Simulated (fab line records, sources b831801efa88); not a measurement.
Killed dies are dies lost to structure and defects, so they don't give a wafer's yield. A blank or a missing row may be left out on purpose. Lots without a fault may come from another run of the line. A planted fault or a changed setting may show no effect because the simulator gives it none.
A struck lot beside a sound one | flow sky130 | 16 steps out of a route of 708
Sound: wafers L864.1, L864.5, L864.6. Struck: wafer L873.5. (L873.3 of the same lot was not struck and is left out.) The cause comes at the end.
At each step with rows: each side's tool, then ch and its chambers, then its first start. Under that, the readings that differ: sound wafers | struck wafers | difference of the means | sigmas: that difference in standard deviations of wafers without a fault.
alike: readings whose means differ by less than 2 such deviations, and words and numbers that are the same on both sides. not compared: withheld readings, readings that some wafer has no value for, bounds like >300 that may hide the same value, and numbers for which the record gives no deviation and whose values overlap.
The two part at a step that has a row with sigmas, a row that says differs or no value, or rows on one side only. Numbers that don't overlap but have no deviation are shown without sigmas and don't part them. A reading that every wafer of one side lacks parts them only if that side has two wafers or more.

SKY_NWELL_OVL_MEAS_10:
  sound on overlay-01, day 6 07:32; struck on overlay-01, day 8 12:49
  alike: NWELL_00_OVL
then, 3 steps without rows for these wafers: SKY_NWELL_IMPLANT_11; SKY_NWELL_IMPLANT_12; SKY_NWELL_IMPLANT_13.
SKY_NWELL_STRIP_14: strips in O2/N2.
  sound on plasma_asher-04 ch 0,1, day 6 08:01; struck on plasma_asher-04 ch 1, day 8 13:19
  alike: drypump_motor_current_A, oes_product_au, strip_time_to_endpoint_s
  not compared: rf_hours_counter_h
SKY_NWELL_TW_MEAS_15:
  sound on film_metro-02, day 6 08:07; struck on film_metro-02, day 8 13:24
  reading  | sound          | struck | difference | sigmas
  NWELL_TW | 1802 1795 1810 | 1833   | +31        | +2
then, 6 steps without rows for these wafers: SKY_NWELL_DEHYDRATE_16 (time 60 s); SKY_NWELL_HMDS_17 (prime time 60 s); SKY_NWELL_COAT_18 (resist thk 3000 nm); SKY_NWELL_SOFTBAKE_19; SKY_NWELL_EXPOSE_20 (exposes mask NWM COMPLEMENT, target cd 840 nm); SKY_NWELL_PEB_21.
SKY_NWELL_DEVELOP_22: develop time 60 s.
  sound on litho_track-02 ch 0, day 7 03:00; struck on litho_track-04 ch 0, day 9 10:00
SKY_NWELL_OVL_MEAS_23:
  sound on overlay-02, day 7 03:36; struck on overlay-01, day 9 10:17
  not compared: NWELL_01_OVL
then, 1 step without rows for these wafers: SKY_NWELL_IMPLANT_24.
-- the record jumps here: 40 days lie between the struck wafers' starts before and after (it left off in module NWELL and takes up again in module PAD_OPEN, whose first step shown is number 708 of the route) --
SKY_PAD_OPEN_PROBE_99:
  sound on prober-01, day 47 23:44; struck on prober-02, day 49 18:44
  reading             | sound     | struck | difference | sigmas
  killed_at_M4_up     | 2 5 1     | 8      | +5         | +3
  killed_at_front_end | 20 17 12  | 421    | +405       | +92
  killed_dies         | 101 91 84 | 492    | +400       | +42
  killed_on_rim       | 18 16 20  | 96     | +78        | +22
  alike: killed_at_M0_to_M3, killed_at_contacts, killed_at_other, killed_open, killed_short

WHERE THEY PART
First at SKY_NWELL_TW_MEAS_15; last, within this record, at SKY_PAD_OPEN_PROBE_99.

WHY: what the simulator had put in
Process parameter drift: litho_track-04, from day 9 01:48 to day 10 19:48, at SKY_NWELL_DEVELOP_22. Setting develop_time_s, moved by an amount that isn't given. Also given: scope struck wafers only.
